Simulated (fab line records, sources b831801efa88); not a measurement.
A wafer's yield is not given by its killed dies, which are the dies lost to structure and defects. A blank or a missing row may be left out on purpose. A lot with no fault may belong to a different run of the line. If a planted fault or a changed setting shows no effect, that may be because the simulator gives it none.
Chamber matching    flow sky130    SKY_VIA2_ETCH_15 on rie diel-04: 4 sister chambers
The step etches SiO2 in C4F8/O2/Ar, stops on TiN, target depth 546 nm, time 84 s. 8 wafers are shown with their chamber, then 11 later ones without.

WAFERS, EACH WITH ITS CHAMBER
wafer   chamber  oes product au (a.u.)
L077.1  3        0.942
L084.4  3        0.945
L089.2  0        0.940
L089.5  2        0.946
L090.2  2        0.945
L090.4  1        0.944
L090.5  0        0.938
L091.1  1        0.933

WAFERS WHOSE CHAMBER IS MISSING
wafer   oes product au (a.u.)
L091.4  0.941
L091.5  0.948
L092.1  0.942
L092.3  0.938
L092.4  0.942
L093.1  0.939
L093.2  0.929
L093.6  0.936
L097.2  0.937
L097.5  0.941
L097.6  0.943

EACH ONE'S CHAMBER
wafer   from the rows above                in truth
L091.4  can't be placed: 0 or 1 or 3 or 2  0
L091.5  can't be placed: 2 or 3 or 0 or 1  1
L092.1  can't be placed: 3 or 0 or 1 or 2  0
L092.3  can't be placed: 1 or 0 or 3 or 2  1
L092.4  can't be placed: 3 or 0 or 1 or 2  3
L093.1  can't be placed: 0 or 1 or 3 or 2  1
L093.2  can't be placed: 1 or 0 or 3 or 2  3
L093.6  can't be placed: 1 or 0 or 3 or 2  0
L097.2  can't be placed: 1 or 0 or 3 or 2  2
L097.5  can't be placed: 0 or 1 or 3 or 2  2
L097.6  can't be placed: 3 or 2 or 0 or 1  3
0 of 11 placed correctly. Not placeable from these rows: 11 (in 11, the candidates include the true chamber). Number placed wrongly: 0.
How it was worked out, from the rows above alone: a wafer's distance from a chamber is the root of the sum, over the readings, of the square of ((its reading less the chamber's mean) divided by the reading's scatter). If the next closest chamber is less than 2 further off than the closest, the wafer can't be placed; otherwise it belongs to the closest. For every chamber, the mean is computed from those of its wafers that are shown. How the scatter is found: for the shown wafers, subtract from each reading the mean of its chamber, square and add these, divide the total by (wafers less chambers), then take the root.
